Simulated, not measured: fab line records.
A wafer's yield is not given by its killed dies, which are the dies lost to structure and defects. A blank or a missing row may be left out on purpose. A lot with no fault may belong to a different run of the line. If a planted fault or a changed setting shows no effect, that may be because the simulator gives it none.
Comparing a struck lot with a sound one + flow sfq_line + 41 out of 325 route steps
Sound: wafers L573.2, L573.3, L573.5. The struck wafers were L575.3, L575.5, L575.6. At the end, the cause is stated.
Each step with rows lists, per side, the tool, then ch with its chambers, then its first start. Under that, the readings that differ: sound wafers + struck wafers + difference of the means + sigmas: that difference in standard deviations of wafers without a fault.
alike: words and numbers the same on both sides, and readings whose means are apart by under 2 such deviations; not compared: readings that were withheld, readings missing a value for some wafer, numbers with overlapping values and no deviation given by the record, and bounds like >300 which may hide the same value.
Wherever a step has rows on one side only, a row that says differs or no value, or a row with sigmas, the two part there. When numbers do not overlap yet have no deviation, they are printed without sigmas and do not part them. A reading that every wafer of one side lacks parts them only if that side has two wafers or more.

SFQ_L0V_OVL_MEAS_903:
  sound on overlay-02 at day 7 06:20; struck on overlay-01 at day 7 17:08
| reading      | sound | struck     | difference | sigmas |
|--------------|-------|------------|------------|--------|
| L0V_OVL (nm) | 4 6 5 | -11 -12 -9 | -16        | -3     |
SFQ_TRILAYER_L0_VIA_BARC_OPEN_VIA_ETCH_021: etches BARC in O2, target depth 125 nm, time 41.7 s.
  sound on rie_diel-02 ch 0,3, day 7 06:22; struck on rie_diel-01 ch 1,2, day 7 17:10
  alike: drypump_motor_current_A, oes_product_au
  not compared: rf_hours_counter_h
then, 5 steps without rows for these wafers: SFQ_TRILAYER_L0_VIA_ETCH_VIA_ETCH_016 (etches SiO2 in CHF3, stops on MoNx KI, target depth 80 nm); SFQ_TRILAYER_L0_VIA_STRIP_STRIP_017 (strips in O2); SFQ_TRILAYER_L0_VIA_STRIP_SOLV_CLEAN_018 (cleans in NMP, time 600 s); SFQ_TRILAYER_M0_DEP_PRE_CLEAN_020 (time 15 s); SFQ_TRILAYER_M0_DEP_SPUTTER_019 (material Nb, target thk 200 nm, time 133.3 s).
SFQ_M0_RS_MEAS_904: a four-point-probe measurement.
  sound on film_metro-03 at day 7 07:21; struck on film_metro-03 at day 7 18:10
  alike: M0_NB_RS
then, 3 steps without rows for these wafers: SFQ_TRILAYER_M0_LITHO_COAT_026 (resist thk 62 nm); SFQ_TRILAYER_M0_LITHO_COAT_021 (resist thk 600 nm); SFQ_TRILAYER_M0_LITHO_SOFTBAKE_025.
-- the record jumps here: 4 days lie between the struck wafers' starts before and after --
SFQ_TRILAYER_M0_LITHO_EXPOSE_022: exposes mask M0, target cd 500 nm.
  sound on krf_scanner-01 ch 0, day 11 08:05; struck on krf_scanner-01 ch 0, day 11 22:41
| reading              | sound                | struck               | difference | sigmas      |
|----------------------|----------------------|----------------------|------------|-------------|
| exposure_dose_mJ_cm2 | 14.407 14.424 14.420 | 10.542 10.547 10.570 | -3.864     | -99 or more |
  alike: mask
then, 2 steps without rows for these wafers: SFQ_TRILAYER_M0_LITHO_PEB_024 (peb time 60 s); SFQ_TRILAYER_M0_LITHO_DEVELOP_023 (time 60 s).
SFQ_M0_OVL_MEAS_906:
  sound on overlay-02 at day 11 09:24; struck on overlay-02 at day 11 23:49
  alike: M0_OVL
SFQ_TRILAYER_M0_BARC_OPEN_METAL_ETCH_031: etches BARC in O2, target depth 125 nm, time 41.7 s.
  sound on rie_metal-03 ch 0,1, day 11 09:26; struck on rie_metal-04 ch 0,1, day 11 23:51
  alike: drypump_motor_current_A, he_backside_leak_sccm, oes_product_au
  not compared: rf_hours_counter_h, model.M0.cd_nm
SFQ_TRILAYER_M0_ETCH_METAL_ETCH_024: etches Nb in Cl2/Ar, stops on SiO2, target depth 240 nm, time 120 s.
  sound on rie_metal-03 ch 0,1, day 11 09:29; struck on rie_metal-04 ch 0,1, day 11 23:56
| reading             | sound             | struck            | difference | sigmas |
|---------------------|-------------------|-------------------|------------|--------|
| model.M0.cd_nm (nm) | 502.7 501.9 501.8 | 551.6 552.5 550.9 | +49.5      |        |
  alike: drypump_motor_current_A, he_backside_leak_sccm, oes_product_au
  not compared: rf_hours_counter_h
then, 4 steps without rows for these wafers: SFQ_TRILAYER_M0_STRIP_STRIP_025 (strips in O2); SFQ_TRILAYER_M0_STRIP_SOLV_CLEAN_026 (cleans in NMP, time 600 s); SFQ_TRILAYER_I0_DEP_PECVD_027 (deposits SiO2 from SiH4/N2O, time 111.11 s, target thk 500 nm); SFQ_TRILAYER_I0_CMP_CMP_028 (polishes SiO2).
SFQ_I0_BOW_MEAS_907:
  sound on film_metro-01 at day 11 18:28; struck on film_metro-02 at day 12 05:36
  alike: I0_BOW
then, 7 steps without rows for these wafers: SFQ_TRILAYER_I0_METRO_MEASURE_029; SFQ_TRILAYER_I0_VIA_LITHO_COAT_036 (resist thk 62 nm); SFQ_TRILAYER_I0_VIA_LITHO_COAT_031 (resist thk 650 nm); SFQ_TRILAYER_I0_VIA_LITHO_SOFTBAKE_035; SFQ_TRILAYER_I0_VIA_LITHO_EXPOSE_032 (exposes mask I0, target cd 500 nm); SFQ_TRILAYER_I0_VIA_LITHO_PEB_034 (peb time 60 s); SFQ_TRILAYER_I0_VIA_LITHO_DEVELOP_033 (time 60 s).
-- the record jumps here: 5 days lie between the struck wafers' starts before and after --
SFQ_I0_OVL_MEAS_908:
  sound on overlay-01 at day 16 16:23; struck on overlay-01 at day 17 08:00
  alike: I0_OVL
SFQ_TRILAYER_I0_VIA_BARC_OPEN_VIA_ETCH_046: etches BARC in O2, target depth 125 nm, time 41.7 s.
  sound on rie_diel-04 ch 1,2,3, day 16 16:25; struck on rie_diel-01 ch 2,3, day 17 08:01
  alike: drypump_motor_current_A, oes_product_au
  not compared: rf_hours_counter_h
SFQ_TRILAYER_I0_VIA_ETCH_VIA_ETCH_034: etches SiO2 in CHF3, stops on Nb, target depth 260 nm.
  sound on rie_diel-04 ch 1,2,3, day 16 16:28; struck on rie_diel-01 ch 2,3, day 17 08:04
  alike: drypump_motor_current_A, oes_product_au
SFQ_TRILAYER_I0_VIA_STRIP_STRIP_035: strips in O2.
  sound on rie_metal-02 ch 0,1, day 16 16:34; struck on rie_metal-03 ch 0,1, day 17 08:22
  alike: drypump_motor_current_A, he_backside_leak_sccm, oes_product_au
  not compared: rf_hours_counter_h
then, 2 steps without rows for these wafers: SFQ_TRILAYER_I0_VIA_STRIP_SOLV_CLEAN_036 (cleans in NMP, time 600 s); SFQ_TRILAYER_M1_DEP_PRE_CLEAN_038 (time 22.5 s).
SFQ_TRILAYER_M1_DEP_SPUTTER_037: material Nb, target thk 200 nm, time 133.3 s.
  sound on pvd_sputter-05 at day 16 17:23; struck on pvd_sputter-05 at day 17 08:59
  alike: throttle_valve_pct
SFQ_M1_RS_MEAS_909: a four-point-probe measurement.
  sound on film_metro-03 at day 16 17:29; struck on film_metro-03 at day 17 09:07
  alike: M1_NB_RS
then, 3 steps without rows for these wafers: SFQ_TRILAYER_M1_LITHO_COAT_044 (resist thk 62 nm); SFQ_TRILAYER_M1_LITHO_COAT_039 (resist thk 600 nm); SFQ_TRILAYER_M1_LITHO_SOFTBAKE_043.
-- the record jumps here: 67 days lie between the struck wafers' starts before and after --
SFQ_M8_BOW_MEAS_951:
  sound on film_metro-04 at day 83 23:58; struck on film_metro-02 at day 84 20:32
| reading               | sound             | struck            | difference | sigmas |
|-----------------------|-------------------|-------------------|------------|--------|
| model.etest.m0.ohm_um | 1.752 1.775 1.766 | 1.625 1.612 1.615 | -0.147     |        |
  alike: M8_BOW

WHERE THEY PART
At SFQ_L0V_OVL_MEAS_903 first; at SFQ_TRILAYER_M0_LITHO_EXPOSE_022 last (within this record only). Later steps at which nothing parts them and some readings are alike: SFQ_M0_OVL_MEAS_906, SFQ_TRILAYER_M0_BARC_OPEN_METAL_ETCH_031, SFQ_TRILAYER_M0_ETCH_METAL_ETCH_024, SFQ_I0_BOW_MEAS_907, SFQ_I0_OVL_MEAS_908, SFQ_TRILAYER_I0_VIA_BARC_OPEN_VIA_ETCH_046, SFQ_TRILAYER_I0_VIA_ETCH_VIA_ETCH_034, SFQ_TRILAYER_I0_VIA_STRIP_STRIP_035, SFQ_TRILAYER_M1_DEP_SPUTTER_037, SFQ_M1_RS_MEAS_909, SFQ_M8_BOW_MEAS_951.

WHY: whatever the simulator had introduced
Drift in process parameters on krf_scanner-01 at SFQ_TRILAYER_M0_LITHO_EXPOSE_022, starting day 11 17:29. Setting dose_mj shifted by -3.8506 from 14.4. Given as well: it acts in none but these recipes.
